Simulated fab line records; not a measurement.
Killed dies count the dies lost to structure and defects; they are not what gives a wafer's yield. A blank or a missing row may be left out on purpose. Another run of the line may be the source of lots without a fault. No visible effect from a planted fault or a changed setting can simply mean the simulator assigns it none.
2 desks, one fault | flow sky130 | each desk has only its own numbers; what lay behind them comes last

== METROLOGY DESK ==
Lot by lot, what the gauges showed, no matter which tool ran the lot: averages of those sampled wafers that carry a number. If a lot's mean is further than 4 standard deviations from the usual mean, the lot is out of limits and carries the mark OUT (the distance appears in the brackets).
Columns: A = CAP2M_TIN_RS at SKY_CAP2M_RS_MEAS_03, usual 6.93 ohm/sq; B = METAL5_ALCU_RS at SKY_METAL5_RS_MEAS_05, usual 0.02706 ohm/sq; C = METAL5_ALCU_THK at SKY_METAL5_THK_MEAS_06, usual 1171 nm
lot  | first seen here | A    | B                 | C
L901 | day 39 09:03    | 6.90 | 0.02727           | 1154
L902 | day 40 05:23    | 7.01 | 0.02657           | 1187
L903 | day 40 05:50    | 6.91 | 0.02702           | 1176
L906 | day 42 00:44    | 6.94 | 0.02219 (-18) OUT | 1497 (+25) OUT
L909 | day 42 10:49    | 7.06 | 0.02243 (-17) OUT | 1475 (+23) OUT
L911 | day 43 04:48    | 6.79 | 0.02083 (-23) OUT | 1585 (+32) OUT
L914 | day 43 12:44    | 7.02 | 0.02735           | 1154
L915 | day 43 16:51    | 6.86 | 0.02716           | 1164
L919 | day 44 16:01    | 7.00 | 0.02728           | 1159
L921 | day 45 13:03    | 7.02 | 0.02753           | 1147
L922 | day 45 17:21    | 6.99 | 0.02710           | 1168
L923 | day 45 22:07    | 7.00 | 0.02701           | 1174
L924 | day 46 01:36    | 6.84 | 0.02677           | 1185
This desk's finding: out of limits on L906, L909, L911; first on L906, day 45 01:34 (METAL5_ALCU_RS at SKY_METAL5_RS_MEAS_05). Within limits: L901, L902, L903, L914, L915, L919, L921, L922, L923, L924.

== THE TOOL OWNER'S DESK: pvd sputter-03 ==
The tool's own readings at SKY_METAL5_SPUTTER_02 (material AlCu, target thk 1150 nm, time 61.2 s): means of the sampled wafers that have a number, for each lot that ran on this tool. If a lot's mean is further than 4 standard deviations from the usual mean, the lot is out of limits and carries the mark OUT (the distance appears in the brackets).
Columns: A = throttle valve pct at SKY_METAL5_SPUTTER_02, usual 30.1 %
lot  | first seen here | A
L901 | day 42 13:23    | 30.4
L906 | day 45 01:24    | 30.5
L909 | day 45 09:19    | 30.3
L911 | day 46 03:38    | 30.0
L921 | day 48 06:47    | 30.4
L922 | day 48 09:10    | 30.5
This desk found nothing out of limits on any of the 6 lots.

== PUT TOGETHER ==
Metrology desk: alarm possible at day 45 01:34 on L906, L909, L911.
Nothing out of limits was seen by the tool owner's desk.
Tool owner's desk: L906, L909, L911 on record, inside its limits.
On pvd sputter-03, each named lot ran SKY_METAL5_SPUTTER_02.

== WHAT THE SIMULATOR HAD PUT IN ==
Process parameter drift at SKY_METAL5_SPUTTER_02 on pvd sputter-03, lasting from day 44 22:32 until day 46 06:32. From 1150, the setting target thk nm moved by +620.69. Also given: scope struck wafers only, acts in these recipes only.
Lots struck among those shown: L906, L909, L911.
Time in hours between the start of the fault and the first out-of-limits reading at each desk: metrology desk, 3.
